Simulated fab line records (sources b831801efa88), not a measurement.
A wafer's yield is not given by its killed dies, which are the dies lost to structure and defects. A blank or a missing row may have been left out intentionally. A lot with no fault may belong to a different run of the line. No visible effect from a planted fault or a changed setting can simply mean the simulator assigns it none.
fab line records	flow gf180mcu	part 1 of 2: steps 1 to 23 of 32
record: lots: 5	wafers: 15	last_day: 32
route steps=602 shown V4@486 MIM@503
lots that met no fault: from a run of the same line without faults
start_h: the number of hours between the record's first day and the start of the first shown wafer of the lot	wait_h: hours since the lot's step before	" as in the row above	L1.1+2: several wafers, shown together as one row	- no value, or no start given	* or withheld: withheld	< > ~ a bound
route shown NAME@n: NAME is a module with steps in the file, n the number in the route of the first one	usual: mean and standard deviation over wafers with no fault	same: alike in all rows	chamber/n: place in a boat	sites: readings site by site	_std_site: the values' standard deviation	_edge_site: the outer-site mean with the inner-site mean subtracted	radius_mm: for every site, how far away it sits from the centre of the wafer	mask NAME#n: copy n	behind: tool/chamber where the wafer was last shaped	hold: reason for holding the lot/hours on hold/outcome of the hold	device: transistor that didn't switch, given as n, p or np	end of line: the same wafers' tests at the end of the route	a step without rows: its recipe alone	killed: the dies lost at the first sort to structure and to defects; this is not the yield of the wafer	map: the dies of a wafer, with x for killed, . for not killed, _ for no die there
set.NAME: the setting the step ran with; set.NAME@STEP: the setting that earlier step ran with	model.NAME: the simulator's own value behind a step, which no gauge read
lots at selected steps of the route; one table per step, one row per wafer
services: a tool's chamber out of use, with start hour (start_h, from the record's first day; less than 0 if before it), hours out, and reason
== steps ==
step: GF_V4_SOFTBAKE_10
recipe: temp_c: 130	time_s: 60	resist: KrF
usual: chill_plate_temp_C: 23.00/0.11	heater_power_total_W: 93.06/0.059	resist_line_temp_C: 23.01/0.1
same: time_s: 60
lot.wafer	tool	chamber	start_h	wait_h	chill_plate_temp_C	heater_power_total_W	resist_line_temp_C
L076.2	litho_track-02	0	-	-	22.96	93.06	23.04
L076.4	"	0	"	"	23.02	93.01	23.04
L076.6	"	0	"	"	23.12	93.09	22.97
L078.2	litho_track-02	0	-	-	22.96	93.13	23.02
L078.4	"	0	"	"	22.97	93.13	22.97
L078.5	"	0	"	"	22.94	92.96	22.98
L081.2	litho_track-02	0	-	-	23.05	93.08	23.01
L081.5	"	0	"	"	23.09	93.10	22.95
L081.6	"	0	"	"	23.06	92.99	22.90
L083.1	litho_track-01	0	-	-	22.92	93.10	22.94
L083.2	"	0	"	"	22.94	93.06	22.90
L083.4	"	0	"	"	22.94	93.15	22.92
L086.1	litho_track-01	0	-	-	22.89	93.07	23.10
L086.3	"	0	"	"	22.97	93.10	22.98
L086.4	"	0	"	"	22.81	92.98	22.86
step: GF_V4_EXPOSE_11
recipe: mask_id: Via4	target_cd_nm: 260	na: 0.68	source_shape: conventional	sigma_outer: 0.6	dose_mj: 38
usual: reticle_temp_C: 23.03/0.12
lot.wafer	tool	chamber	start_h	wait_h	mask	reticle_temp_C
L076.2	krf_scanner-01	0	-	-	Via4#0	22.99
L076.4	"	0	"	"	Via4#0	23.06
L076.6	"	0	"	"	Via4#0	23.00
L078.2	krf_scanner-01	0	-	-	Via4#0	23.02
L078.4	"	0	"	"	Via4#0	23.10
L078.5	"	0	"	"	Via4#0	23.00
L081.2	krf_scanner-02	0	-	-	Via4#0	22.98
L081.5	"	0	"	"	Via4#0	23.05
L081.6	"	0	"	"	Via4#0	23.21
L083.1	krf_scanner-02	0	-	-	Via4#0	23.24
L083.2	"	0	"	"	Via4#0	23.23
L083.4	"	0	"	"	Via4#0	23.27
L086.1	krf_scanner-01	0	-	-	Via4#0	23.06
L086.3	"	0	"	"	Via4#0	23.09
L086.4	"	0	"	"	Via4#0	23.12
step: GF_V4_PEB_12
recipe: peb_temp_c: 135	peb_time_s: 90	resist: KrF
usual: chill_plate_temp_C: 23.00/0.11	heater_power_total_W: 85.69/0.087	resist_line_temp_C: 23.02/0.11
lot.wafer	tool	chamber	start_h	wait_h	chill_plate_temp_C	heater_power_total_W	resist_line_temp_C
L076.2	litho_track-02	0	-	-	23.14	85.75	22.96
L076.4	"	0	"	"	23.30	85.80	22.96
L076.6	"	0	"	"	22.99	85.75	22.98
L078.2	litho_track-04	0	-	-	22.98	85.71	23.23
L078.4	"	0	"	"	23.16	85.65	23.31
L078.5	"	0	"	"	23.03	85.54	23.19
L081.2	litho_track-04	0	-	-	23.11	85.91	23.08
L081.5	"	0	"	"	23.12	85.81	23.09
L081.6	"	0	"	"	23.14	85.58	23.27
L083.1	litho_track-01	0	-	-	22.91	85.66	23.17
L083.2	"	0	"	"	22.98	85.70	23.15
L083.4	"	0	"	"	22.99	85.56	23.03
L086.1	litho_track-04	0	-	-	23.01	85.42	22.88
L086.3	"	0	"	"	23.03	85.71	22.85
L086.4	"	0	"	"	22.91	85.58	22.96
step: GF_V4_DEVELOP_13
recipe: develop_time_s: 60	resist: KrF	dev_temp_c: 21
usual: chill_plate_temp_C: 22.99/0.095	resist_line_temp_C: 23.03/0.094
lot.wafer	tool	chamber	start_h	wait_h	chill_plate_temp_C	resist_line_temp_C
L076.2	litho_track-02	0	579.52	0.2	22.89	23.02
L076.4	"	0	"	"	23.03	23.05
L076.6	"	0	"	"	22.93	23.03
L078.2	litho_track-04	0	593.63	0.2	22.88	23.08
L078.4	"	0	"	"	22.95	23.00
L078.5	"	0	"	"	23.02	23.15
L081.2	litho_track-04	0	617.18	0.2	22.93	23.04
L081.5	"	0	"	"	23.06	23.04
L081.6	"	0	"	"	22.96	22.97
L083.1	litho_track-01	0	635.32	0.2	23.11	23.20
L083.2	"	0	"	"	22.87	23.08
L083.4	"	0	"	"	22.95	23.16
L086.1	litho_track-04	0	658.71	0.2	22.97	22.97
L086.3	"	0	"	"	22.89	23.03
L086.4	"	0	"	"	23.07	22.99
step: GF_V4_CD_MEAS_14
recipe: target_cd_nm: 260
usual: cd_nm: 259.9/1.3
lot.wafer	tool	chamber	start_h	wait_h	cd_nm
L076.2	cd_sem-01	-	579.67	0.1	257.3
L076.4	"	-	"	"	257.8
L076.6	"	-	"	"	258.6
L078.2	cd_sem-01	-	593.78	0.1	259.2
L078.4	"	-	"	"	260.1
L078.5	"	-	"	"	259.7
L081.2	cd_sem-02	-	617.33	0.1	262.9
L081.5	"	-	"	"	261.9
L081.6	"	-	"	"	262.2
L083.1	cd_sem-01	-	635.47	0.1	260.2
L083.2	"	-	"	"	259.7
L083.4	"	-	"	"	260.6
L086.1	cd_sem-02	-	658.86	0.1	261.0
L086.3	"	-	"	"	261.8
L086.4	"	-	"	"	260.4
step: GF_V4_OVL_MEAS_15
usual: V4_OVL: 2/5
lot.wafer	tool	chamber	start_h	wait_h	V4_OVL[nm]
L076.2	overlay-02	-	579.77	0.1	0
L076.4	"	-	"	"	5
L076.6	"	-	"	"	-2
L078.2	overlay-02	-	593.88	0.1	9
L078.4	"	-	"	"	4
L078.5	"	-	"	"	11
L081.2	overlay-01	-	617.43	0.1	5
L081.5	"	-	"	"	8
L081.6	"	-	"	"	0
L083.1	overlay-01	-	635.59	0.1	2
L083.2	"	-	"	"	3
L083.4	"	-	"	"	4
L086.1	overlay-02	-	658.98	0.1	3
L086.3	"	-	"	"	1
L086.4	"	-	"	"	6
step: GF_V4_ETCH_16
recipe: chemistry: N2/H2	target_depth_a: withheld	overetch_a: withheld	time_s: withheld	target: BARC	ion_energy_ev: 200	source_w: 500	bias_w: 100	pressure_mtorr: 30	n2_flow_sccm: 100	h2_flow_sccm: 200
usual: drypump_motor_current_A: 5.7/0.34	n2_flow_sccm: 100.0/0.32	oes_product_au: 0.856/0.0046	throttle_valve_pct: 13.226/0.0089
lot.wafer	tool	chamber	start_h	wait_h	drypump_motor_current_A	n2_flow_sccm	oes_product_au	throttle_valve_pct
L076.2	rie_diel-04	0	579.80	0.0	6.2	100.9	0.859	13.217
L076.4	"	1	"	"	5.6	100.2	0.851	13.216
L076.6	"	3	"	"	5.6	100.3	0.863	13.225
L078.2	rie_diel-04	2	593.91	0.0	5.2	100.5	0.852	13.239
L078.4	"	2	"	"	5.2	100.5	0.861	13.243
L078.5	"	0	"	"	6.2	100.4	0.855	13.233
L081.2	rie_diel-04	1	617.46	0.0	5.6	100.0	0.862	13.239
L081.5	"	0	"	"	6.2	99.8	0.857	13.228
L081.6	"	3	"	"	5.6	99.7	0.851	13.220
L083.1	rie_diel-02	2	635.63	0.0	5.2	100.0	0.860	13.227
L083.2	"	3	"	"	5.5	100.3	0.849	13.228
L083.4	"	1	"	"	6.2	100.3	0.860	13.219
L086.1	rie_diel-04	0	659.01	0.0	6.2	99.1	0.848	13.228
L086.3	"	1	"	"	5.6	99.6	0.854	13.228
L086.4	"	1	"	"	5.6	99.8	0.856	13.214
step: GF_V4_ETCH_17
recipe: chemistry: C4F8/O2/Ar	mask_material: KrF	target: SiO2	stop_on: TiN	source_w: 1500	bias_w: 1200	pressure_mtorr: 40	c4f8_flow_sccm: withheld	O2_flow_sccm: 6	Ar_flow_sccm: 300	time_s: withheld	target_depth_a: 6300
usual: oes_product_au: 0.856/0.0047
lot.wafer	tool	chamber	start_h	wait_h	oes_product_au
L076.2	rie_diel-04	0	-	-	0.859
L076.4	"	1	"	"	0.858
L076.6	"	3	"	"	0.858
L078.2	rie_diel-04	2	-	-	0.857
L078.4	"	2	"	"	0.859
L078.5	"	0	"	"	0.858
L081.2	rie_diel-04	1	-	-	0.854
L081.5	"	0	"	"	0.860
L081.6	"	3	"	"	0.850
L083.1	rie_diel-02	2	-	-	0.851
L083.2	"	3	"	"	0.852
L083.4	"	1	"	"	0.855
L086.1	rie_diel-04	0	-	-	0.861
L086.3	"	1	"	"	0.855
L086.4	"	1	"	"	0.855
step: GF_V4_STRIP_18
recipe: chemistry: O2/N2	power_w: 1400	pressure_mtorr: 1500	platen_temp_c: 250	o2_flow_sccm: 3000	n2_flow_sccm: 300	overash_fraction: 0.5
usual: drypump_motor_current_A: 5.3/0.39	heater_power_w: 323/18	n2_flow_sccm: 299.9/0.93	oes_product_au: 0.593/0.0046
lot.wafer	tool	chamber	start_h	wait_h	drypump_motor_current_A	heater_power_w	n2_flow_sccm	oes_product_au	rf_hours_counter_h
L076.2	plasma_asher-01	0	579.93	-	5.2	339	299.4	0.588	16
L076.4	"	1	"	"	5.1	372	299.6	0.583	-
L076.6	"	0	"	"	5.2	334	299.9	0.588	-
L078.2	plasma_asher-04	1	594.04	-	4.8	305	299.3	0.594	93
L078.4	"	1	"	"	4.8	306	300.1	0.594	-
L078.5	"	1	"	"	4.8	304	299.4	0.594	-
L081.2	plasma_asher-04	1	617.59	-	4.8	313	299.9	0.595	96
L081.5	"	0	"	"	5.6	328	299.9	0.592	-
L081.6	"	1	"	"	4.8	318	298.8	0.589	-
L083.1	plasma_asher-01	0	635.76	-	5.2	334	299.3	0.601	22
L083.2	"	1	"	"	5.1	375	299.1	0.595	22
L083.4	"	1	"	"	5.1	374	299.4	0.601	-
L086.1	plasma_asher-01	1	659.14	-	5.1	375	300.3	0.583	25
L086.3	"	0	"	"	5.2	333	298.5	0.595	-
L086.4	"	1	"	"	5.1	367	299.6	0.601	-
step: GF_V4_STRIP_19
recipe: chemistry: post_etch_residue_remover	time_s: 1200	temp_c: 72.5
same: time_s: 1200
lot.wafer	tool	chamber	start_h	wait_h
L076.2+4+6	wet_bench-03	0	580.03	0.1
L078.2+4+5	wet_bench-03	2	594.14	0.1
L081.2+5+6	wet_bench-01	0	617.69	0.1
L083.1+2+4	wet_bench-01	1	635.86	0.1
L086.1+3+4	wet_bench-04	1	659.24	0.1
step: GF_V4_CLEAN_20
recipe: chemistry: DIW	dry: n2_spin
lot.wafer	tool	chamber	start_h	wait_h
L076.2+4+6	wet_bench-01	3	580.37	0.0
L078.2+4+5	wet_bench-01	1	594.48	0.0
L081.2+5+6	wet_bench-04	3	618.38	0.0
L083.1+2+4	wet_bench-01	2	636.23	0.0
L086.1+3+4	wet_bench-01	3	659.58	0.0
step: GF_V4_SPUTTER_21
recipe: material: Ti	target_thk_nm: 15	chamber_pressure_pa: 5	power_w: 2500	substrate_temp_c: 200	time_s: 80.02
usual: throttle_valve_pct: 30.4/0.99
same: time_s: 80.02
lot.wafer	tool	chamber	start_h	wait_h	throttle_valve_pct
L076.2	pvd_sputter-01	-	580.47	0.0	30.5
L076.4	"	-	"	"	30.0
L076.6	"	-	"	"	31.6
L078.2	pvd_sputter-01	-	594.58	0.0	30.3
L078.4	"	-	"	"	31.4
L078.5	"	-	"	"	30.5
L081.2	pvd_sputter-01	-	618.47	0.0	30.3
L081.5	"	-	"	"	30.1
L081.6	"	-	"	"	30.5
L083.1	pvd_sputter-03	-	636.33	0.0	29.4
L083.2	"	-	"	"	31.1
L083.4	"	-	"	"	28.6
L086.1	pvd_sputter-01	-	659.68	0.0	30.3
L086.3	"	-	"	"	30.7
L086.4	"	-	"	"	30.7
step: GF_V4_SPUTTER_22
recipe: material: TiN	target_thk_nm: 10	chamber_pressure_pa: 5	power_w: 4000	time_s: 40
usual: throttle_valve_pct: 30.4/0.98
same: time_s: 40
lot.wafer	tool	chamber	start_h	wait_h	throttle_valve_pct
L076.2	pvd_sputter-01	-	580.53	0.0	30.5
L076.4	"	-	"	"	30.2
L076.6	"	-	"	"	31.4
L078.2	pvd_sputter-01	-	594.64	0.0	30.7
L078.4	"	-	"	"	31.7
L078.5	"	-	"	"	30.7
L081.2	pvd_sputter-01	-	618.53	0.0	30.2
L081.5	"	-	"	"	30.3
L081.6	"	-	"	"	30.6
L083.1	pvd_sputter-03	-	636.39	0.0	29.7
L083.2	"	-	"	"	31.0
L083.4	"	-	"	"	28.6
L086.1	pvd_sputter-01	-	659.74	0.0	30.4
L086.3	"	-	"	"	30.7
L086.4	"	-	"	"	30.4
step: GF_V4_CVD_23
recipe: material: W	target_thk_nm: 350	time_s: 104.9	temp_c: 400	pressure_torr: 40
usual: chamber_pressure_Torr: 40.00/0.088	heater_power_w: 883/73
same: time_s: 104.9
lot.wafer	tool	chamber	start_h	wait_h	chamber_pressure_Torr	heater_power_w
L076.2	cvd_w-01	1	580.57	0.0	39.94	778
L076.4	"	0	"	"	40.13	882
L076.6	"	1	"	"	39.95	782
L078.2	cvd_w-02	1	594.68	0.0	40.15	955
L078.4	"	1	"	"	40.12	924
L078.5	"	0	"	"	39.84	934
L081.2	cvd_w-01	0	618.57	0.0	40.09	900
L081.5	"	0	"	"	39.94	867
L081.6	"	1	"	"	39.84	782
L083.1	cvd_w-01	1	636.43	0.0	39.94	785
L083.2	"	0	"	"	39.98	874
L083.4	"	1	"	"	40.09	771
L086.1	cvd_w-02	0	659.78	0.0	39.91	956
L086.3	"	0	"	"	40.03	953
L086.4	"	1	"	"	40.07	913
step: GF_V4_RS_MEAS_24
recipe: thk_meas_gauge: four-point-probe	reads: W_of_V4_CVD_23+TiN_of_V4_SPUTTER_22+Ti_of_V4_SPUTTER_21
usual: V4_W_RS: 0.328/0.0043
lot.wafer	tool	chamber	start_h	wait_h	V4_W_RS[ohm/sq]
L076.2	film_metro-02	-	580.70	0.1	0.328
L076.4	"	-	"	"	0.331
L076.6	"	-	"	"	0.324
L078.2	film_metro-02	-	594.81	0.1	0.321
L078.4	"	-	"	"	0.323
L078.5	"	-	"	"	0.325
L081.2	film_metro-04	-	618.70	0.1	0.329
L081.5	"	-	"	"	0.328
L081.6	"	-	"	"	0.335
L083.1	film_metro-02	-	636.54	0.1	0.330
L083.2	"	-	"	"	0.320
L083.4	"	-	"	"	0.330
L086.1	film_metro-04	-	659.89	0.1	0.327
L086.3	"	-	"	"	0.327
L086.4	"	-	"	"	0.329
step: GF_V4_THK_MEAS_25
recipe: thk_meas_gauge: xrf	reads: W_of_V4_CVD_23
usual: V4_W_THK: 345/5.3
lot.wafer	tool	chamber	start_h	wait_h	V4_W_THK[nm]
L076.2	film_metro-02	-	580.81	0.1	347
L076.4	"	-	"	"	343
L076.6	"	-	"	"	350
L078.2	film_metro-02	-	594.92	0.1	355
L078.4	"	-	"	"	354
L078.5	"	-	"	"	353
L081.2	film_metro-04	-	618.81	0.1	339
L081.5	"	-	"	"	339
L081.6	"	-	"	"	335
L083.1	film_metro-02	-	636.66	0.1	343
L083.2	"	-	"	"	354
L083.4	"	-	"	"	343
L086.1	film_metro-04	-	660.01	0.1	347
L086.3	"	-	"	"	344
L086.4	"	-	"	"	344
step: GF_V4_CMP_26
recipe: stop_on: SiO2	down_force_psi: 3.5	platen_rpm: 60	t_overpolish_s: 15	target_thk_nm: 0	pad_velocity_m_s: 0.94248
usual: head_pressure_psi: 3.501/0.0069	motor_current_A: 11.2/1.1	overpolish_run_s: 15.001/0.0091	time_to_endpoint_s: 86/3.3
lot.wafer	tool	chamber	start_h	wait_h	head_pressure_psi	motor_current_A	overpolish_run_s	time_to_endpoint_s
L076.2	cmp-02	0	580.91	0.1	3.501	9.9	14.993	80
L076.4	"	1	"	"	3.500	9.2	15.020	84
L076.6	"	0	"	"	3.517	10.7	14.994	80
L078.4	cmp-01	3	595.02	0.1	3.502	10.6	15.003	80
L078.2	"	1	"	"	3.502	12.0	14.999	89
L078.5	"	3	"	"	3.503	10.5	15.001	82
L081.2	cmp-02	0	618.96	0.1	3.486	10.5	14.987	79
L081.6	"	2	"	"	3.503	12.1	14.997	84
L081.5	"	3	"	"	3.496	12.4	15.000	82
L083.1	cmp-01	0	636.72	0.1	3.493	11.7	14.994	84
L083.4	"	2	"	"	3.513	10.9	15.004	89
L083.2	"	3	"	"	3.508	10.5	15.010	85
L086.3	cmp-02	1	660.07	0.0	3.510	9.0	15.006	88
L086.1	"	3	"	"	3.502	12.5	15.013	87
L086.4	"	0	"	"	3.491	10.3	15.019	84
step: GF_MIM_SPUTTER_00
recipe: material: Ti	target_thk_nm: 37.5	arriving_ion_energy_ev: 80	substrate_temp_c: 200	chamber_pressure_pa: 2	power_w: 4000	time_s: 150
usual: throttle_valve_pct: 30.5/1.1
same: time_s: 150
lot.wafer	tool	chamber	start_h	wait_h	throttle_valve_pct
L076.2	pvd_sputter-04	-	581.16	0.2	31.8
L076.4	"	-	"	"	30.1
L076.6	"	-	"	"	30.2
L078.2	pvd_sputter-04	-	595.27	0.1	31.4
L078.4	"	-	"	"	31.9
L078.5	"	-	"	"	31.8
L081.2	pvd_sputter-04	-	619.16	0.1	31.7
L081.5	"	-	"	"	30.1
L081.6	"	-	"	"	31.7
L083.1	pvd_sputter-02	-	637.02	0.2	31.0
L083.2	"	-	"	"	31.6
L083.4	"	-	"	"	30.0
L086.1	pvd_sputter-04	-	660.37	0.1	28.4
L086.3	"	-	"	"	31.8
L086.4	"	-	"	"	30.1
step: GF_MIM_SPUTTER_01
recipe: material: TiN	target_thk_nm: 30	power_w: 6500	time_s: 25	chamber_pressure_pa: 0.4
usual: throttle_valve_pct: 30.5/1.1
same: time_s: 25
lot.wafer	tool	chamber	start_h	wait_h	throttle_valve_pct
L076.2	pvd_sputter-04	-	581.26	0.1	31.6
L076.4	"	-	"	"	30.0
L076.6	"	-	"	"	30.2
L078.2	pvd_sputter-04	-	595.37	0.1	31.5
L078.4	"	-	"	"	31.4
L078.5	"	-	"	"	31.6
L081.2	pvd_sputter-04	-	619.26	0.1	31.4
L081.5	"	-	"	"	29.7
L081.6	"	-	"	"	31.6
L083.1	pvd_sputter-02	-	637.12	0.1	31.0
L083.2	"	-	"	"	31.7
L083.4	"	-	"	"	30.4
L086.1	pvd_sputter-04	-	660.47	0.1	28.6
L086.3	"	-	"	"	31.7
L086.4	"	-	"	"	30.1
step: GF_MIM_SPUTTER_02
recipe: material: AlCu	target_thk_nm: 450	power_w: 10600	time_s: 23.9	chamber_pressure_pa: 0.4
usual: throttle_valve_pct: 30.5/1.1
same: time_s: 23.9
lot.wafer	tool	chamber	start_h	wait_h	throttle_valve_pct
L076.2	pvd_sputter-04	-	581.29	0.0	31.6
L076.4	"	-	"	"	30.2
L076.6	"	-	"	"	30.1
L078.2	pvd_sputter-04	-	595.40	0.0	31.5
L078.4	"	-	"	"	31.7
L078.5	"	-	"	"	31.5
L081.2	pvd_sputter-04	-	619.29	0.0	31.5
L081.5	"	-	"	"	30.2
L081.6	"	-	"	"	31.7
L083.1	pvd_sputter-02	-	637.15	0.0	31.1
L083.2	"	-	"	"	31.6
L083.4	"	-	"	"	30.3
L086.1	pvd_sputter-04	-	660.50	0.0	28.8
L086.3	"	-	"	"	31.8
L086.4	"	-	"	"	30.3
step: GF_MIM_SPUTTER_03
recipe: material: Ti	target_thk_nm: 10	substrate_temp_c: 300	chamber_pressure_pa: 0.3	power_w: 3000	time_s: 6.7
usual: throttle_valve_pct: 30.5/1.1
same: time_s: 6.7
lot.wafer	tool	chamber	start_h	wait_h	throttle_valve_pct
L076.2	pvd_sputter-04	-	581.32	0.0	31.4
L076.4	"	-	"	"	30.2
L076.6	"	-	"	"	29.8
L078.2	pvd_sputter-04	-	595.43	0.0	31.4
L078.4	"	-	"	"	31.3
L078.5	"	-	"	"	31.4
L081.2	pvd_sputter-04	-	619.32	0.0	31.4
L081.5	"	-	"	"	30.2
L081.6	"	-	"	"	31.7
L083.1	pvd_sputter-02	-	637.18	0.0	31.5
L083.2	"	-	"	"	31.7
L083.4	"	-	"	"	30.3
L086.1	pvd_sputter-04	-	660.53	0.0	28.8
L086.3	"	-	"	"	31.6
L086.4	"	-	"	"	30.1
step: GF_MIM_SPUTTER_04
recipe: material: TiN	target_thk_nm: 50	power_w: 6500	time_s: 41.7	chamber_pressure_pa: 0.4
usual: throttle_valve_pct: 30.5/1.1
same: time_s: 41.7
lot.wafer	tool	chamber	start_h	wait_h	throttle_valve_pct
L076.2	pvd_sputter-04	-	581.34	0.0	31.5
L076.4	"	-	"	"	30.0
L076.6	"	-	"	"	30.2
L078.2	pvd_sputter-04	-	595.45	0.0	31.7
L078.4	"	-	"	"	31.6
L078.5	"	-	"	"	31.8
L081.2	pvd_sputter-04	-	619.34	0.0	31.6
L081.5	"	-	"	"	30.2
L081.6	"	-	"	"	31.8
L083.1	pvd_sputter-02	-	637.20	0.0	31.0
L083.2	"	-	"	"	31.7
L083.4	"	-	"	"	30.2
L086.1	pvd_sputter-04	-	660.55	0.0	28.7
L086.3	"	-	"	"	31.7
L086.4	"	-	"	"	30.1
step: GF_MIM_CVD_05
recipe: material: Si3N4	target_thk_nm: 42	temp_max_c: 400	temp_c: 385	time_s: 29.086	rf_w: 450
usual: heater_power_w: 724/94
same: time_s: 29.086
lot.wafer	tool	chamber	start_h	wait_h	heater_power_w
L076.2	pecvd-04	2	581.38	0.0	698
L076.4	"	2	"	"	680
L076.6	"	0	"	"	648
L078.2	pecvd-01	2	595.49	0.0	570
L078.4	"	1	"	"	651
L078.5	"	2	"	"	582
L081.2	pecvd-03	0	619.38	0.0	768
L081.5	"	2	"	"	950
L081.6	"	0	"	"	749
L083.1	pecvd-04	1	637.24	0.0	685
L083.2	"	0	"	"	711
L083.4	"	2	"	"	706
L086.1	pecvd-03	1	660.59	0.0	800
L086.3	"	0	"	"	732
L086.4	"	1	"	"	817
